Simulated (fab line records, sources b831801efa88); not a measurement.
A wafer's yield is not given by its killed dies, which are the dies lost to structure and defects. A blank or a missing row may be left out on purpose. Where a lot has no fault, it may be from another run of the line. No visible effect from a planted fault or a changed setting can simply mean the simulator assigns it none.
Shared-tool check    flow gf180mcu    Sampled: 12 lots, 36 wafers

WHAT PROMPTED THE OPENING
GF_HV_LDD_RS_MEAS_53, reading HV_LDD_RS: flagged on 2 of 12 lots. No-fault wafers: 418.5 ohm/sq, standard deviation 0.93.
Rule: flag the lot when none of its wafers has a number, or when each of its wafers that has one lies beyond 4 standard deviations from that mean. As for the other lots, they are considered sound.

lot   measured      on            HV_LDD_RS (ohm/sq), wafer by wafer  flag
L108  day 12 03:51  filmMetro-03  418.6 418.1 418.7                   
L109  day 12 07:10  filmMetro-01  418.9 419.2 418.8                   
L113  day 13 13:28  filmMetro-04  417.7 418.6 416.9                   
L116  day 15 01:57  filmMetro-04  422.5 422.8 423.4                   FLAGGED
L118  day 15 21:35  filmMetro-03  424.0 423.7 424.2                   FLAGGED
L121  day 17 07:01  filmMetro-03  417.6 418.3 418.9                   
L126  day 18 21:40  filmMetro-01  419.4 418.1 417.2                   
L125  day 18 22:55  filmMetro-03  420.5 420.8 421.2                   
L127  day 19 05:25  filmMetro-03  419.9 419.8 420.9                   
L128  day 19 12:04  filmMetro-04  418.0 417.1 417.3                   
L130  day 19 19:28  filmMetro-01  418.5 418.1 416.9                   
L131  day 20 12:33  filmMetro-04  419.1 418.9 417.8                   
On average the flagged lots' numbers are 423.4 ohm/sq, which is +4.9 ohm/sq against the usual, or +5 standard deviations.

WHICH TOOL RAN EACH LOT
The record holds 1 process step before the reading, out of a route of 602 steps. Each cell gives the tool, then ch followed by the chambers the sampled wafers passed through, then the start.
lot   flag     GF_HV_LDD_IMPLANT_09
L108           implanter-02 ch 0, day 9 20:37
L109           implanter-03 ch 0, day 9 22:47
L113           implanter-01 ch 0, day 11 02:58
L116  FLAGGED  implanter-02 ch 0, day 12 12:37
L118  FLAGGED  implanter-02 ch 0, day 13 06:04
L121           implanter-03 ch 0, day 14 13:29
L126           implanter-02 ch 0, day 15 23:56
L125           implanter-03 ch 0, day 16 00:35
L127           implanter-03 ch 0, day 16 06:50
L128           implanter-02 ch 0, day 16 12:08
L130           implanter-01 ch 0, day 16 20:08
L131           implanter-03 ch 0, day 17 11:49
These steps, and what they do:
- GF_HV_LDD_IMPLANT_09
- GF_HV_LDD_RS_MEAS_53: measures by four-point-probe.

FLAGGED AGAINST TOTAL, ONE TOOL AT A TIME (gauges that did the reading follow at the end)
step                  tool          lots run  flagged  share of the flagged lots  sound lots run after its first flagged lot
GF_HV_LDD_IMPLANT_09  implanter-01  2         0        none                       -
GF_HV_LDD_IMPLANT_09  implanter-02  5         2        all                        2 (L126,L128)
GF_HV_LDD_IMPLANT_09  implanter-03  5         0        none                       -
GF_HV_LDD_RS_MEAS_53  filmMetro-01  3         0        none                       -
GF_HV_LDD_RS_MEAS_53  filmMetro-03  5         1        some                       3 (L121,L125,L127)
GF_HV_LDD_RS_MEAS_53  filmMetro-04  4         1        some                       2 (L128,L131)

WHAT IS ALLOWED BY THE TABLE
Rows of the table that ran each flagged lot: 1, that is implanter-02 at GF_HV_LDD_IMPLANT_09.
- implanter-02 at GF_HV_LDD_IMPLANT_09 ran 5 lots, 2 of them flagged. Sound lots ran on it after the first flagged one (L126, L128), which a lasting fault on the whole tool wouldn't allow. Its own readings lie more than 4 standard deviations out on every wafer of the flagged lots: doseIonsCm2.
No row of the table ran every flagged lot and no sound lot after the first.

WHAT THE SIMULATOR PUT IN
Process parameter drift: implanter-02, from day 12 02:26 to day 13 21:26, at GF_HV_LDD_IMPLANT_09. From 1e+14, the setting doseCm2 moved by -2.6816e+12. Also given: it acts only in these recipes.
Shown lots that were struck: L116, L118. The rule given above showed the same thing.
